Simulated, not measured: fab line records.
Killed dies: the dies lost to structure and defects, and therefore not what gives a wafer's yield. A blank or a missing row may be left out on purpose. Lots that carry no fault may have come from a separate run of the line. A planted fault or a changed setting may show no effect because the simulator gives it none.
Code-filled problem report in 8D (eight disciplines) form + flow sky130 + the parts of the form that need people (team, actions taken, sign-off) are left out

1. THE PROBLEM
Mean VIA1_W_RS at SKY_VIA1_RS_MEAS_22: 0.457 ohm/sq over 3 wafers in 3 lots; fault-free wafers: 0.427 ohm/sq, standard deviation 0.0035. That puts it +8.7 standard deviations away from the usual mean.
The step: measures by four-point-probe.
First seen on wafer L250.3, day 34 15:49, on film-metro-03. At this step, 32 wafers from 11 lots have a number in the record. By rule, "out" or "out of limits" means more than 4 standard deviations away from the usual mean. The rest of the wafers with a number are treated as sound.

2. WHAT IT IS, WHAT IT ISN'T
| question                    | is                                          | is not                                                                                                        |
|-----------------------------|---------------------------------------------|---------------------------------------------------------------------------------------------------------------|
| which readings at this step | VIA1_W_RS                                   | -                                                                                                             |
| which lots                  | L250, L251, L254                            | L246, L248, L258, L261, L262, L264, L265, L269                                                                |
| which wafers of those lots  | L250.3, L251.4, L254.4                      | L250.1, L250.6, L251.1, L251.6, L254.6                                                                        |
| read on which gauges        | film-metro-02, film-metro-03, film-metro-04 | -                                                                                                             |
| when                        | from day 34 15:49                           | up to then (8 sound wafers); but 21 sound wafers of L251, L254, L258, L261, L262, L264, L265, L269 came after |

3. SUSPECTS, AND WHAT RULES EACH OUT
Counting: if a tool at a process step up to the reading ran every lot that is out, it stays a suspect. Sound lots after the first of them don't rule it out here, since some wafers of a struck lot are sound.
- the gauge at SKY_VIA1_RS_MEAS_22 is ruled out. Those wafers that are out were read across 3 gauges (film-metro-02, film-metro-03, film-metro-04).
- cvd-w-02 at SKY_VIA1_CVD_21 (deposits W, target thk 270 nm, time 80.902 s): kept. Ran every lot that is out, first one L250 (day 34 15:44); last sound lot up to then L248 (day 33 19:35).
The count leaves cvd-w-02 at SKY_VIA1_CVD_21.

4. THE CAUSE (what the simulator had put in)
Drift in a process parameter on cvd-w-02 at SKY_VIA1_CVD_21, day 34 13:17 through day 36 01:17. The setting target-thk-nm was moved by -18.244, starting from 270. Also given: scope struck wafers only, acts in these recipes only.
This tool alone remained once counting was done.

5. THE CHAIN OF EFFECTS, in route order
Rows list readings where the struck wafers' mean (over those with a number) sits beyond 3 standard deviations from the usual. Scope: only readings with a usual standard deviation given in the record; hours: median across lots of the time from each lot's start at the first step in this table that gives one to its start at this step; sigmas: change in usual standard deviations.
| hours | step                 | reading    | usual        | on struck wafers | change | sigmas |
|-------|----------------------|------------|--------------|------------------|--------|--------|
| 0     | SKY_VIA1_RS_MEAS_22  | VIA1_W_RS  | 0.427 ohm/sq | 0.457            | +0.030 | +8.7   |
| 0     | SKY_VIA1_THK_MEAS_23 | VIA1_W_THK | 257 nm       | 240              | -17    | -4.8   |

6. WHAT WOULD HAVE CAUGHT IT SOONER
3 hours passed between the start of the fault at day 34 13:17 and the first reading out of limits at a measuring or inspecting step in this record, taken at day 34 15:49.
Tool readings at SKY_VIA1_CVD_21 with a usual standard deviation given in the record: none out on any struck wafer, hence no alarm at a limit of 4 standard deviations on them.
Lots out: 3; of these, L251, L254 started SKY_VIA1_CVD_21 on cvd-w-02 after day 34 15:49. A hold on the tool at that time would have spared those 2.
